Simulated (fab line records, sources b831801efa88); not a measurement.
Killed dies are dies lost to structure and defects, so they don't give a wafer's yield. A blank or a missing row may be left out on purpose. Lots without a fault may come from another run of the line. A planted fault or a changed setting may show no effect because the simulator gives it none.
Which tool did it? | flow sky130 | 12 lots, 36 wafers sampled, at 3 steps of a route of 708

WHAT THE GAUGES READ, wafer by wafer
SKY_METAL2_CD_MEAS_15: target cd 140 nm.
lot  | measured     | on        | cd_nm (nm)
L075 | day 35 12:37 | cd_sem-02 | 140.0 138.3 139.5
L077 | day 36 02:29 | cd_sem-02 | 140.0 139.8 138.8
L080 | day 37 05:12 | cd_sem-01 | 139.5 141.2 141.0
L081 | day 37 18:02 | cd_sem-02 | 140.0 141.8 141.4
L083 | day 38 13:13 | cd_sem-01 | 138.6 138.1 138.7
L084 | day 38 17:38 | cd_sem-01 | 138.5 138.7 137.7
L087 | day 39 17:06 | cd_sem-01 | 138.2 138.0 139.9
L089 | day 40 02:05 | cd_sem-02 | 140.1 140.1 139.9
L091 | day 40 12:32 | cd_sem-02 | 137.6 137.3 137.7
L093 | day 41 05:57 | cd_sem-01 | 142.0 141.7 141.8
L095 | day 41 20:36 | cd_sem-01 | 141.5 141.3 142.0
L096 | day 42 01:44 | cd_sem-01 | 140.1 141.0 140.4

WHICH TOOL RAN EACH LOT (tool, then ch and the chambers of the sampled wafers, then the start)
lot  | SKY_METAL1_METAL_ETCH_19          | SKY_METAL2_SPUTTER_00
L075 | rie_metal-02 ch 0,1, day 33 05:04 | pvd_sputter-03, day 34 10:31
L077 | rie_metal-01 ch 0,1, day 33 18:52 | pvd_sputter-04, day 35 00:20
L080 | rie_metal-03 ch 0, day 34 20:53   | pvd_sputter-01, day 36 02:40
L081 | rie_metal-01 ch 0,1, day 35 11:37 | pvd_sputter-01, day 36 16:32
L083 | rie_metal-01 ch 0,1, day 36 07:07 | pvd_sputter-01, day 37 11:42
L084 | rie_metal-01 ch 0,1, day 36 11:07 | pvd_sputter-03, day 37 15:46
L087 | rie_metal-02 ch 0,1, day 37 11:50 | pvd_sputter-04, day 38 15:44
L089 | rie_metal-01 ch 0,1, day 37 20:43 | pvd_sputter-04, day 39 01:03
L091 | rie_metal-02 ch 0,1, day 38 08:19 | pvd_sputter-01, day 39 11:43
L093 | rie_metal-03 ch 0,1, day 39 01:38 | pvd_sputter-04, day 40 05:13
L095 | rie_metal-02 ch 0,1, day 39 16:53 | pvd_sputter-01, day 40 20:31
L096 | rie_metal-03 ch 0,1, day 39 22:28 | pvd_sputter-03, day 41 02:01
- SKY_METAL1_METAL_ETCH_19: etches the open film in Cl2/BCl3, stops on SiO2, target depth 360 nm, time 78 s.
- SKY_METAL2_SPUTTER_00: material Ti, target thk 15 nm, time 10 s.

THE ANSWER, worked out from the rows above alone
Rule: what is usual is taken from the lots themselves. Put in order of their means at a reading, lots are off if they are a third of the lots or fewer, leave a main group of 4 or more, and stand apart from it by a gap of 3 or more times the standard deviation of the main group's means; of several such gaps the widest counts. A main group whose means are all the same, to the digits that the tables above print for the reading, isn't used. A lot without any number at a reading at which 4 lots or more have one is off too. The other lots that the step has rows for count as sound.
No lot is off at any reading shown: from this, nothing can be told.

WHAT THE SIMULATOR HAD PUT IN
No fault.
